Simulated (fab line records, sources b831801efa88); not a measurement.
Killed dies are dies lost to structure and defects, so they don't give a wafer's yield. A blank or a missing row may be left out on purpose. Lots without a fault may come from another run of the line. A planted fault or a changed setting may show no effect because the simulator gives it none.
A struck lot beside a sound one | flow sfq_line | 39 steps out of a route of 325
Sound: wafers L898.2, L898.3, L898.5. Struck: wafers L914.1, L914.3, L914.5. The cause comes at the end.
At each step with rows: each side's tool, then ch and its chambers, then its first start. Under that, the readings that differ: sound wafers | struck wafers | difference of the means | sigmas: that difference in standard deviations of wafers without a fault.
alike: readings whose means differ by less than 2 such deviations, and words and numbers that are the same on both sides. not compared: withheld readings, readings that some wafer has no value for, bounds like >300 that may hide the same value, and numbers for which the record gives no deviation and whose values overlap.
The two part at a step that has a row with sigmas, a row that says differs or no value, or rows on one side only. Numbers that don't overlap but have no deviation are shown without sigmas and don't part them. A reading that every wafer of one side lacks parts them only if that side has two wafers or more.

first, 6 steps without rows for these wafers: SFQ_TRILAYER_M1_LITHO_COAT_044 (resist thk 62 nm); SFQ_TRILAYER_M1_LITHO_COAT_039 (resist thk 600 nm); SFQ_TRILAYER_M1_LITHO_SOFTBAKE_043; SFQ_TRILAYER_M1_LITHO_EXPOSE_040 (exposes mask M1, target cd 500 nm); SFQ_TRILAYER_M1_LITHO_PEB_042 (peb time 60 s); SFQ_TRILAYER_M1_LITHO_DEVELOP_041 (time 60 s).
SFQ_M1_OVL_MEAS_911:
  sound on overlay-01, day 27 00:43; struck on overlay-02, day 32 16:28
  alike: M1_OVL
SFQ_TRILAYER_M1_BARC_OPEN_METAL_ETCH_054: etches BARC in O2, target depth 125 nm, time 41.7 s.
  sound on rie_metal-02 ch 0,1, day 27 00:44; struck on rie_metal-04 ch 1, day 32 16:30
  alike: drypump_motor_current_A, oes_product_au
  not compared: rf_hours_counter_h
then, 1 step without rows for these wafers: SFQ_TRILAYER_M1_ETCH_METAL_ETCH_042 (etches Nb in Cl2/Ar, stops on SiO2, target depth 240 nm, time 120 s).
SFQ_TRILAYER_M1_STRIP_STRIP_043: strips in O2.
  sound on rie_metal-02 ch 0,1, day 27 00:56; struck on rie_metal-04 ch 1, day 32 16:41
  alike: drypump_motor_current_A, oes_product_au
  not compared: rf_hours_counter_h
then, 1 step without rows for these wafers: SFQ_TRILAYER_M1_STRIP_SOLV_CLEAN_044 (cleans in NMP, time 600 s).
SFQ_TRILAYER_I1_DEP_PECVD_045: deposits SiO2 from SiH4/N2O, time 111.11 s, target thk 500 nm.
  sound on pecvd-01 ch 0,2, day 27 01:42; struck on pecvd-01 ch 0,1,2, day 32 17:28
  no value came back on the struck wafers for chamber_pressure_Torr (Torr), heater_power_outer_w (W), heater_power_w (W), throttle_valve_pct (%); on the sound wafers chamber_pressure_Torr (Torr) reads 2.403 2.402 2.401
then, 1 step without rows for these wafers: SFQ_TRILAYER_I1_CMP_CMP_046 (polishes SiO2).
SFQ_I1_BOW_MEAS_912:
  sound on film_metro-03, day 27 11:44; struck on film_metro-04, day 33 03:31
  alike: I1_BOW
SFQ_TRILAYER_I1_METRO_MEASURE_047:
  sound on film_metro-03, day 27 12:02; struck on film_metro-04, day 33 03:38
then, 6 steps without rows for these wafers: SFQ_TRILAYER_I1_VIA_LITHO_COAT_054 (resist thk 62 nm); SFQ_TRILAYER_I1_VIA_LITHO_COAT_049 (resist thk 650 nm); SFQ_TRILAYER_I1_VIA_LITHO_SOFTBAKE_053; SFQ_TRILAYER_I1_VIA_LITHO_EXPOSE_050 (exposes mask I1, target cd 500 nm); SFQ_TRILAYER_I1_VIA_LITHO_PEB_052 (peb time 60 s); SFQ_TRILAYER_I1_VIA_LITHO_DEVELOP_051 (time 60 s).
SFQ_I1_OVL_MEAS_913:
  sound on overlay-01, day 27 17:10; struck on overlay-01, day 33 07:05
  alike: I1_OVL
then, 1 step without rows for these wafers: SFQ_TRILAYER_I1_VIA_BARC_OPEN_VIA_ETCH_071 (etches BARC in O2, target depth 125 nm, time 41.7 s).
SFQ_TRILAYER_I1_VIA_ETCH_VIA_ETCH_052: etches SiO2 in CHF3, stops on Nb, target depth 260 nm.
  sound on rie_diel-03 ch 2,3, day 27 17:14; struck on rie_diel-04 ch 1,2,3, day 33 07:10
  reading                  | sound             | struck            | difference | sigmas
  oes_product_au (a.u.)    | 0.856 0.855 0.860 | 0.373 0.373 0.372 | -0.484     | -99 or more
  model.etch.depth_nm (nm) | 200.5 199.7 199.7 | 0 0 0             | -200       |
  alike: drypump_motor_current_A
then, 3 steps without rows for these wafers: SFQ_TRILAYER_I1_VIA_STRIP_STRIP_053 (strips in O2); SFQ_TRILAYER_I1_VIA_STRIP_SOLV_CLEAN_054 (cleans in NMP, time 600 s); SFQ_TRILAYER_M2_DEP_PRE_CLEAN_056 (time 22.5 s).
SFQ_TRILAYER_M2_DEP_SPUTTER_055: material Nb, target thk 200 nm, time 133.3 s.
  sound on pvd_sputter-03, day 27 18:09; struck on pvd_sputter-03, day 33 08:05
  alike: throttle_valve_pct
SFQ_M2_RS_MEAS_914: measures by four-point-probe.
  sound on film_metro-03, day 27 18:16; struck on film_metro-04, day 33 08:10
  alike: M2_NB_RS
then, 3 steps without rows for these wafers: SFQ_TRILAYER_M2_LITHO_COAT_062 (resist thk 62 nm); SFQ_TRILAYER_M2_LITHO_COAT_057 (resist thk 600 nm); SFQ_TRILAYER_M2_LITHO_SOFTBAKE_061.
-- the record jumps here: 6 days lie between the struck wafers' starts before and after --
SFQ_TRILAYER_M2_LITHO_EXPOSE_058: exposes mask M2, target cd 500 nm.
  sound on krf_scanner-02 ch 0, day 33 07:58; struck on krf_scanner-02, day 39 06:04
  no value came back on the struck wafers for exposure_dose_mJ_cm2, focus_offset_nm (nm); on the sound wafers exposure_dose_mJ_cm2 reads 14.407 14.407 14.401
  alike: mask
then, 2 steps without rows for these wafers: SFQ_TRILAYER_M2_LITHO_PEB_060 (peb time 60 s); SFQ_TRILAYER_M2_LITHO_DEVELOP_059 (time 60 s).
SFQ_M2_OVL_MEAS_916:
  sound on overlay-01, day 33 09:16; struck on overlay-02, day 39 07:34
  reading     | sound  | struck | difference                    | sigmas
  M2_OVL (nm) | 0 -1 0 | - - -  | no value on the struck wafers |
SFQ_TRILAYER_M2_BARC_OPEN_METAL_ETCH_077: etches BARC in O2, target depth 125 nm, time 41.7 s.
  sound on rie_metal-04 ch 0,1, day 33 09:18; struck on rie_metal-04 ch 0,1, day 39 07:36
  alike: drypump_motor_current_A, oes_product_au
  not compared: rf_hours_counter_h
SFQ_TRILAYER_M2_ETCH_METAL_ETCH_060: etches Nb in Cl2/Ar, stops on SiO2, target depth 240 nm, time 120 s.
  sound on rie_metal-04 ch 0,1, day 33 09:21; struck on rie_metal-04 ch 0,1, day 39 07:40
  reading             | sound             | struck | difference                    | sigmas
  model.M2.cd_nm (nm) | 499.4 499.1 497.3 | - - -  | no value on the struck wafers |
  alike: drypump_motor_current_A, oes_product_au
  not compared: rf_hours_counter_h
SFQ_TRILAYER_M2_STRIP_STRIP_061: strips in O2.
  sound on rie_metal-04 ch 0,1, day 33 09:29; struck on rie_metal-04 ch 0,1, day 39 07:47
  alike: drypump_motor_current_A, oes_product_au
  not compared: rf_hours_counter_h

WHERE THEY PART
First at SFQ_TRILAYER_I1_DEP_PECVD_045; last, within this record, at SFQ_TRILAYER_M2_ETCH_METAL_ETCH_060. Later steps at which nothing parts them and some readings are alike: SFQ_TRILAYER_M2_STRIP_STRIP_061.

WHY: what the simulator had put in
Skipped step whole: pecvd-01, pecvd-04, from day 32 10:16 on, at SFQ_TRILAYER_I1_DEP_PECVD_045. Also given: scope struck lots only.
